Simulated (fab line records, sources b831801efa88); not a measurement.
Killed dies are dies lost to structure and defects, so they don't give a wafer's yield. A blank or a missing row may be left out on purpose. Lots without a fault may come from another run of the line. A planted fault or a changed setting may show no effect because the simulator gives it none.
Which tool did it? | flow sky130 | 10 lots, 30 wafers sampled, at 6 steps of a route of 708

WHAT THE GAUGES READ, wafer by wafer
SKY_METAL5_RS_MEAS_05: measures by four-point-probe. Usual: METAL5_ALCU_RS 0.02715 ohm/sq, standard deviation 0.00027.
lot  | measured     | on            | METAL5_ALCU_RS (ohm/sq) | flag
L762 | day 42 10:33 | film_metro-01 | 0.02704 0.02679 0.02705 |
L763 | day 42 17:32 | film_metro-04 | 0.02692 0.02715 0.02711 |
L764 | day 43 01:19 | film_metro-03 | 0.02699 0.02711 0.02725 |
L765 | day 43 11:07 | film_metro-03 | 0.02714 0.02715 0.02741 |
L768 | day 44 13:11 | film_metro-03 | 0.02706 0.02731 0.02729 |
L767 | day 44 16:17 | film_metro-01 | 0.02718 0.02708 0.02711 |
L770 | day 44 20:58 | film_metro-03 | 0.02731 0.02706 0.0275  |
L776 | day 46 08:52 | film_metro-03 | 0.03193 0.02696 0.03201 | OFF
L781 | day 47 18:42 | film_metro-03 | 0.02696 0.02709 0.02686 |
L784 | day 48 05:01 | film_metro-03 | 0.02718 0.02727 0.02737 |

SKY_METAL5_THK_MEAS_06: measures by xrf. Usual: METAL5_ALCU_THK 1156 nm, standard deviation 13.
lot  | measured     | on            | METAL5_ALCU_THK (nm) | flag
L762 | day 42 10:39 | film_metro-01 | 1160 1173 1162       |
L763 | day 42 17:40 | film_metro-04 | 1177 1159 1161       |
L764 | day 43 01:25 | film_metro-03 | 1159 1155 1146       |
L765 | day 43 11:14 | film_metro-03 | 1152 1159 1137       |
L768 | day 44 13:18 | film_metro-03 | 1157 1151 1147       |
L767 | day 44 16:24 | film_metro-01 | 1157 1158 1156       |
L770 | day 44 21:05 | film_metro-03 | 1146 1156 1145       |
L776 | day 46 08:58 | film_metro-03 | 984 1164 983         | OFF
L781 | day 47 18:49 | film_metro-03 | 1161 1159 1170       |
L784 | day 48 05:08 | film_metro-03 | 1151 1146 1143       |

WHICH TOOL RAN EACH LOT (tool, then ch and the chambers of the sampled wafers, then the start)
lot  | SKY_VIA4_ETCH_12                   | SKY_VIA4_SPUTTER_17          | SKY_METAL5_SPUTTER_02        | SKY_METAL5_SPUTTER_03
L762 | rie_diel-01 ch 1,2, day 42 08:42   | pvd_sputter-04, day 42 09:24 | pvd_sputter-01, day 42 10:23 | pvd_sputter-01, day 42 10:27
L763 | rie_diel-03 ch 0,2, day 42 15:48   | pvd_sputter-02, day 42 16:33 | pvd_sputter-01, day 42 17:25 | pvd_sputter-01, day 42 17:28
L764 | rie_diel-03 ch 0,2, day 42 23:46   | pvd_sputter-02, day 43 00:25 | pvd_sputter-03, day 43 01:10 | pvd_sputter-03, day 43 01:13
L765 | rie_diel-03 ch 0,1,3, day 43 09:27 | pvd_sputter-04, day 43 10:09 | pvd_sputter-03, day 43 11:00 | pvd_sputter-03, day 43 11:03
L768 | rie_diel-03 ch 1,2,3, day 44 11:33 | pvd_sputter-01, day 44 12:15 | pvd_sputter-03, day 44 13:03 | pvd_sputter-03, day 44 13:06
L767 | rie_diel-01 ch 1,2, day 44 14:42   | pvd_sputter-04, day 44 15:25 | pvd_sputter-03, day 44 16:10 | pvd_sputter-03, day 44 16:13
L770 | rie_diel-03 ch 1,2,3, day 44 19:24 | pvd_sputter-04, day 44 20:06 | pvd_sputter-02, day 44 20:50 | pvd_sputter-02, day 44 20:54
L776 | rie_diel-02 ch 0,2,3, day 46 07:15 | pvd_sputter-04, day 46 07:58 | pvd_sputter-03, day 46 08:42 | pvd_sputter-03, day 46 08:45
L781 | rie_diel-03 ch 0,1,2, day 47 17:06 | pvd_sputter-01, day 47 17:49 | pvd_sputter-02, day 47 18:34 | pvd_sputter-02, day 47 18:37
L784 | rie_diel-01 ch 0,1,3, day 48 03:27 | pvd_sputter-04, day 48 04:10 | pvd_sputter-01, day 48 04:54 | pvd_sputter-01, day 48 04:57
- SKY_VIA4_ETCH_12: etches SiO2 in C4F8/O2/Ar, stops on TiN, target depth 580 nm.
- SKY_VIA4_SPUTTER_17: material TiN, target thk 20 nm, time 80 s.
- SKY_METAL5_SPUTTER_02: material AlCu, target thk 1150 nm, time 61.2 s.
- SKY_METAL5_SPUTTER_03: material Ti, target thk 5 nm, time 3.3 s.

WHAT THE TOOLS THEMSELVES READ (means of the sampled wafers that have a number; where no wafer has one, the mark that the record gives instead)
SKY_VIA4_ETCH_12. Usual: oes_product_au 0.926 a.u., standard deviation 0.0041; rf_fwd_power_W 1491 W, standard deviation 5.7.
lot  | tool        | oes_product_au (a.u.) | rf_fwd_power_W (W) | flag
L762 | rie_diel-01 | 0.928                 | 1490               |
L763 | rie_diel-03 | 0.931                 | 1493               |
L764 | rie_diel-03 | 0.931                 | 1490               |
L765 | rie_diel-03 | 0.926                 | 1491               |
L768 | rie_diel-03 | 0.930                 | 1487               |
L767 | rie_diel-01 | 0.931                 | 1491               |
L770 | rie_diel-03 | 0.927                 | 1487               |
L776 | rie_diel-02 | 0.927                 | 1494               |
L781 | rie_diel-03 | 0.929                 | 1491               |
L784 | rie_diel-01 | 0.923                 | 1495               |

SKY_VIA4_SPUTTER_17. Usual: throttle_valve_pct 29.9 %, standard deviation 1.2.
lot  | tool           | throttle_valve_pct (%) | flag
L762 | pvd_sputter-04 | 30.3                   |
L763 | pvd_sputter-02 | 29.8                   |
L764 | pvd_sputter-02 | 30.1                   |
L765 | pvd_sputter-04 | 30.0                   |
L768 | pvd_sputter-01 | 30.3                   |
L767 | pvd_sputter-04 | 30.0                   |
L770 | pvd_sputter-04 | 29.2                   |
L776 | pvd_sputter-04 | 28.2                   |
L781 | pvd_sputter-01 | 30.1                   |
L784 | pvd_sputter-04 | 29.2                   |

SKY_METAL5_SPUTTER_02. Usual: throttle_valve_pct 30.3 %, standard deviation 0.83.
lot  | tool           | throttle_valve_pct (%) | flag
L762 | pvd_sputter-01 | 29.8                   |
L763 | pvd_sputter-01 | 29.3                   |
L764 | pvd_sputter-03 | 30.4                   |
L765 | pvd_sputter-03 | 30.7                   |
L768 | pvd_sputter-03 | 30.5                   |
L767 | pvd_sputter-03 | 30.3                   |
L770 | pvd_sputter-02 | 30.1                   |
L776 | pvd_sputter-03 | 30.9                   |
L781 | pvd_sputter-02 | 30.0                   |
L784 | pvd_sputter-01 | 29.6                   |

SKY_METAL5_SPUTTER_03. Usual: throttle_valve_pct 30.2 %, standard deviation 0.84.
lot  | tool           | throttle_valve_pct (%) | flag
L762 | pvd_sputter-01 | 29.8                   |
L763 | pvd_sputter-01 | 29.3                   |
L764 | pvd_sputter-03 | 30.3                   |
L765 | pvd_sputter-03 | 30.8                   |
L768 | pvd_sputter-03 | 30.6                   |
L767 | pvd_sputter-03 | 30.0                   |
L770 | pvd_sputter-02 | 30.1                   |
L776 | pvd_sputter-03 | 30.7                   |
L781 | pvd_sputter-02 | 30.2                   |
L784 | pvd_sputter-01 | 29.5                   |

THE ANSWER, worked out from the rows above alone
Rule: a lot is off if the mean of its wafers that have a number lies more than 3 standard deviations from the usual mean. A lot without any number at a reading at which 4 lots or more have one is off too. The other lots that the step has rows for count as sound. The gauges are gone through in route order, then the tools' own readings, and for those a lot's mean is taken as printed above. The first step at which some lot is off is used, and at that step the reading that is off furthest; a lot without a number counts as furthest.
Off: L776, at SKY_METAL5_RS_MEAS_05 (METAL5_ALCU_RS).
A tool fits if, at a process step before that reading, it ran every lot that is off, and no sound lot after the first of them. The gauges at SKY_METAL5_RS_MEAS_05 are tried like those tools. Can't be told from this: 2 tools fit, rie_diel-02 at SKY_VIA4_ETCH_12, pvd_sputter-03 at SKY_METAL5_SPUTTER_02 and SKY_METAL5_SPUTTER_03.

WHAT THE SIMULATOR HAD PUT IN
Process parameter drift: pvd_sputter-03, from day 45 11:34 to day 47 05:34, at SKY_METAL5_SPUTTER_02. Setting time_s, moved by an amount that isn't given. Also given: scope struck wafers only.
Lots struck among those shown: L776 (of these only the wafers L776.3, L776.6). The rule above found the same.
